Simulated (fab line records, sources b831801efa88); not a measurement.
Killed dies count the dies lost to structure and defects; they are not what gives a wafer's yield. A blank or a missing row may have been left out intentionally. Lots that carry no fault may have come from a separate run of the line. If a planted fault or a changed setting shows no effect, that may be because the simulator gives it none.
A struck lot beside a sound one / flow gf180mcu / 19 out of 602 route steps
Sound: these wafers, L797.2, L797.3, L797.5. Struck: wafers L792.1, L792.4, L792.6. The cause is named last.
Order at every step that has rows: each side's tool, ch and its chambers, its first start. Under that, the readings that differ: sound wafers / struck wafers / difference of the means / sigmas: that difference in standard deviations of wafers without a fault.
alike: same words and numbers on both sides, and readings whose means sit less than 2 such deviations apart. not compared: any withheld reading, any reading some wafer has no value for, any bound like >300 that may hide the same value, and any number with overlapping values for which the record gives no deviation.
Wherever a step has rows on one side only, a row that says differs or no value, or a row with sigmas, the two part there. Numbers that have no deviation but don't overlap get no sigmas and don't part them. A reading that every wafer of one side lacks parts them only if that side has two wafers or more.

GF_MIM_SPUTTER_03: material Ti, target thk 10 nm, time 6.7 s.
  sound: pvdSputter-02 at day 26 22:45; struck: pvdSputter-04 at day 24 22:32
  alike: throttleValvePct
then, 2 steps without rows for these wafers: GF_MIM_SPUTTER_04 (material TiN, target thk 50 nm, time 41.7 s); GF_MIM_CVD_05 (deposits Si3N4, target thk 42 nm, time 29.086 s).
GF_MIM_THK_MEAS_06:
  sound: filmMetro-02 at day 26 22:51; struck: filmMetro-02 at day 24 22:38
  alike: MIM_CVD_05_THK
GF_MIM_SPUTTER_07: material TiN, target thk 60 nm, time 50 s.
  sound: pvdSputter-04 at day 26 22:54; struck: pvdSputter-02 at day 24 22:41
  alike: throttleValvePct
GF_MIM_SPUTTER_08: material AlCu, target thk 200 nm, time 10.6 s.
  sound: pvdSputter-04 at day 26 22:57; struck: pvdSputter-02 at day 24 22:44
  alike: throttleValvePct
GF_MIM_SPUTTER_09: material TiN, target thk 35 nm, time 29.2 s.
  sound: pvdSputter-04 at day 26 22:58; struck: pvdSputter-02 at day 24 22:46
  alike: throttleValvePct
GF_MIM_RS_MEAS_10: uses a four-point probe to measure.
  sound: filmMetro-04 at day 26 23:01; struck: filmMetro-04 at day 24 22:47
reading=MIM_ALCU_RS (ohm/sq); sound=0.1624 0.1676 0.1637; struck=0.1592 0.1620 0.1614; difference=-0.0037; sigmas=-2
GF_MIM_THK_MEAS_11: measures by xrf.
  sound: filmMetro-04 at day 26 23:08; struck: filmMetro-04 at day 24 22:55
reading=MIM_ALCU_THK (nm); sound=199.1 193.2 198.2; struck=204.3 200.4 201.7; difference=+5.3; sigmas=+2
then, 3 steps without rows for these wafers: GF_MIM_DEHYDRATE_12 (time 60 s); GF_MIM_HMDS_13 (prime time 60 s); GF_MIM_COAT_14 (resist thk 1000 nm).
GF_MIM_SOFTBAKE_15: time 60 s.
  sound on lithoTrack-04 ch 0, day 27 09:34; struck on lithoTrack-03 ch 0, day 25 09:47
reading=heaterPowerTotalW (W); sound=56.58 56.58 56.62; struck=58.53 58.59 58.43; difference=+1.92; sigmas=+46
reading=plateTempC (C); sound=90.14 90.03 90.03; struck=92.24 92.22 92.21; difference=+2.16; sigmas=+17
reading=model.NOVOLAK_of_MIM_COAT_14.thkNm (nm); sound=996.8 1001 997.3; struck=994.3 994.8 993.3; difference=-4.2; sigmas=
then, 3 steps without rows for these wafers: GF_MIM_EXPOSE_16 (exposes mask FuseTop, target cd 2000 nm); GF_MIM_PEB_17; GF_MIM_DEVELOP_18 (develop time 60 s).
GF_MIM_METAL_ETCH_19: etches the open film in Cl2/BCl3, stops on Si3N4, target depth 324.5 nm, time 54.1 s.
  sound on rieMetal-02 ch 0,1, day 27 19:32; struck on rieMetal-02 ch 0,1, day 25 20:14
reading=model.NOVOLAK_of_MIM_COAT_14.thkNm (nm); sound=863.4 867.9 864.3; struck=860.9 862 861.3; difference=-3.8; sigmas=
  alike: drypumpMotorCurrentA, heBacksideLeakSccm, oesProductAu, throttleValvePct
  not compared: rfHoursCounterH
GF_MIM_STRIP_20: strips in O2/N2.
  sound on plasmaAsher-03 ch 0,1, day 27 19:36; struck on plasmaAsher-04 ch 0,1, day 25 20:18
  alike: drypumpMotorCurrentA, heaterPowerW, n2FlowSccm, oesProductAu, stripTimeToEndpointS
  not compared: rfHoursCounterH
GF_PASSIVATION_PROBE_99:
  the record holds rows for the sound wafers here (prober-01, day 31 05:47) but none for the struck ones

WHERE THEY PART
First at GF_MIM_RS_MEAS_10; last, within this record, at GF_PASSIVATION_PROBE_99.

WHY: what had been put in by the simulator
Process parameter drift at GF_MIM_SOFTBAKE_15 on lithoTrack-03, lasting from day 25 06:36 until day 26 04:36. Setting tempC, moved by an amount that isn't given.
